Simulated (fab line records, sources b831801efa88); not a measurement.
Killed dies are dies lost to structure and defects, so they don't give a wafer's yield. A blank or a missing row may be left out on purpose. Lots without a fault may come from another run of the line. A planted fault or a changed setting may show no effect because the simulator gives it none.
Which tool did it? | flow sky130 | 24 lots, 72 wafers sampled, at 2 steps of a route of 708

WHAT THE GAUGES READ, wafer by wafer
SKY_POLY_CUT_CD_MEAS_08: target cd 270 nm.
lot  | measured     | on        | cd_nm (nm)
L074 | day 24 13:49 | cd_sem-01 | 270.5 272.7 270.8
L076 | day 25 01:55 | cd_sem-01 | 270.4 269.4 270.2
L077 | day 25 06:40 | cd_sem-01 | 266.9 267.3 267.1
L075 | day 25 07:02 | cd_sem-01 | 267.3 269.3 267.4
L078 | day 25 07:23 | cd_sem-02 | 270.4 270.9 269.9
L079 | day 26 05:35 | cd_sem-02 | 270.9 270.7 270.9
L080 | day 26 13:10 | cd_sem-02 | 270.1 268.1 268.5
L081 | day 26 16:41 | cd_sem-02 | 270.7 270.2 271.1
L082 | day 27 00:47 | cd_sem-02 | 271.1 271.9 271.9
L083 | day 27 03:55 | cd_sem-01 | 270.1 268.5 269.5
L084 | day 27 12:04 | cd_sem-02 | 270.7 271.2 270.6
L085 | day 27 19:09 | cd_sem-01 | 271.1 271.6 269.9
L086 | day 28 03:20 | cd_sem-01 | 268.1 267.6 267.6
L087 | day 28 09:29 | cd_sem-02 | 268.8 270.2 269.8
L088 | day 28 14:32 | cd_sem-01 | 271.1 270.2 271.8
L089 | day 29 06:23 | cd_sem-01 | 271.6 270.5 270.2
L090 | day 29 11:26 | cd_sem-02 | 271.7 270.6 272.8
L091 | day 29 21:50 | cd_sem-02 | 270.5 268.9 269.9
L092 | day 30 06:31 | cd_sem-02 | 268.3 269.7 269.0
L093 | day 30 10:34 | cd_sem-02 | 271.8 269.3 270.0
L094 | day 31 06:23 | cd_sem-02 | 269.0 268.9 269.2
L095 | day 31 23:37 | cd_sem-02 | 269.1 269.4 270.4
L097 | day 32 02:41 | cd_sem-01 | 270.6 271.2 271.4
L096 | day 32 03:01 | cd_sem-02 | 270.6 270.7 271.5

SKY_LI_CONTACT_BOW_MEAS_03.
lot  | measured     | on            | LI_CONTACT_BOW (um)
L074 | day 28 07:09 | film_metro-04 | 62 68 77
L076 | day 28 20:01 | film_metro-04 | 47 57 63
L077 | day 28 22:10 | film_metro-04 | 53 61 48
L075 | day 28 23:58 | film_metro-04 | 44 58 51
L078 | day 29 00:20 | film_metro-01 | 57 50 52
L079 | day 29 20:37 | film_metro-01 | 47 55 57
L080 | day 30 04:18 | film_metro-01 | 57 53 48
L081 | day 30 07:16 | film_metro-04 | 51 46 64
L082 | day 30 14:06 | film_metro-01 | 57 61 60
L083 | day 30 18:28 | film_metro-01 | 45 44 63
L084 | day 31 01:19 | film_metro-01 | 54 45 53
L085 | day 31 08:23 | film_metro-04 | 71 64 63
L086 | day 31 17:07 | film_metro-03 | 60 53 62
L087 | day 31 20:42 | film_metro-01 | 52 59 42
L088 | day 32 03:08 | film_metro-04 | 54 51 48
L089 | day 32 18:10 | film_metro-01 | 64 59 52
L090 | day 32 21:46 | film_metro-03 | 48 62 57
L091 | day 33 08:43 | film_metro-01 | 43 70 71
L092 | day 33 17:24 | film_metro-01 | 48 54 55
L093 | day 33 21:41 | film_metro-04 | 56 54 51
L094 | day 34 17:39 | film_metro-04 | 49 57 52
L095 | day 35 07:58 | film_metro-01 | 63 53 71
L097 | day 35 09:59 | film_metro-03 | 62 53 52
L096 | day 35 10:37 | film_metro-03 | 47 66 55

WHICH TOOL RAN EACH LOT (tool, then ch and the chambers of the sampled wafers, then the start)
The record holds no process step before these readings.

WHAT THE TOOLS THEMSELVES READ (means of the sampled wafers that have a number; where no wafer has one, the mark that the record gives instead)
The record holds no such reading with a usual standard deviation.

THE ANSWER, worked out from the rows above alone
Rule: what is usual is taken from the lots themselves. Put in order of their means at a reading, lots are off if they are a third of the lots or fewer, leave a main group of 4 or more, and stand apart from it by a gap of 3 or more times the standard deviation of the main group's means; of several such gaps the widest counts. A main group whose means are all the same, to the digits that the tables above print for the reading, isn't used. A lot without any number at a reading at which 4 lots or more have one is off too. The other lots that the step has rows for count as sound. The gauges are gone through in route order, then the tools' own readings, and for those a lot's mean is taken as printed above. The first step at which some lot is off is used, and at that step the reading that is off furthest; a lot without a number counts as furthest.
No lot is off at any reading shown: from this, nothing can be told.

WHAT THE SIMULATOR HAD PUT IN
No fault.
